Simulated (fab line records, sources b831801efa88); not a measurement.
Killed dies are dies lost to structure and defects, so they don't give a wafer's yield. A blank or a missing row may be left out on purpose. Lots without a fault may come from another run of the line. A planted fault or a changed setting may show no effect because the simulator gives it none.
Chamber matching | flow gf180mcu | GF_V4_CMP_04 on cmp-01: 4 sister chambers
The step polishes SiO2. 14 wafers are shown with their chamber, then 7 later ones without.

WAFERS WITH THEIR CHAMBER
wafer  | chamber | motor_current_A (A) | time_to_endpoint_s (s)
L175.1 | 2       | 11.8                | 83
L175.4 | 3       | 9.9                 | 83
L175.6 | 2       | 11.4                | 84
L176.3 | 3       | 10.2                | 80
L176.4 | 0       | 13.3                | 89
L176.6 | 0       | 12.3                | 87
L177.1 | 1       | 13.6                | 84
L177.4 | 0       | 12.8                | 80
L177.6 | 2       | 11.7                | 91
L179.2 | 3       | 10.5                | 81
L179.3 | 0       | 12.8                | 76
L179.6 | 2       | 11.0                | 94
L183.1 | 2       | 11.2                | 75
L183.4 | 3       | 10.6                | 76

SIGNATURES (means of the wafers above)
reading            | chamber 0 | chamber 1 | chamber 2 | chamber 3 | scatter within a chamber
motor_current_A    | 12.800    | 13.600    | 11.420    | 10.300    | 0.353
time_to_endpoint_s | 83.00     | 84.00     | 85.40     | 80.00     | 5.98
Rule: a wafer's distance from a chamber is the root of the sum, over the readings, of the square of ((its reading less the chamber's mean) divided by the reading's scatter). The wafer belongs to the nearest chamber; if the next one is less than 2 further off, it can't be placed. The scatter: the root of (the sum of the squares of (reading less its chamber's mean) over the shown wafers, divided by (wafers less chambers)).

WAFERS WITHOUT THEIR CHAMBER
wafer  | motor_current_A (A) | time_to_endpoint_s (s)
L183.5 | 11.8                | 79
L184.1 | 12.6                | 76
L184.2 | 14.3                | 80
L184.4 | 10.7                | 85
L185.1 | 11.2                | 80
L185.3 | 13.6                | 80
L185.6 | 12.1                | 83

WHICH CHAMBER EACH WENT THROUGH
wafer  | from the rows above     | in truth
L183.5 | can't be placed: 2 or 0 | 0
L184.1 | can't be placed: 0 or 1 | 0
L184.2 | 1                       | 1
L184.4 | can't be placed: 3 or 2 | 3
L185.1 | can't be placed: 2 or 3 | 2
L185.3 | can't be placed: 1 or 0 | 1
L185.6 | can't be placed: 2 or 0 | 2
Placed correctly: 1 of 7. Can't be placed from these rows: 6 (the true chamber is among the candidates in 6). Placed wrongly: 0.
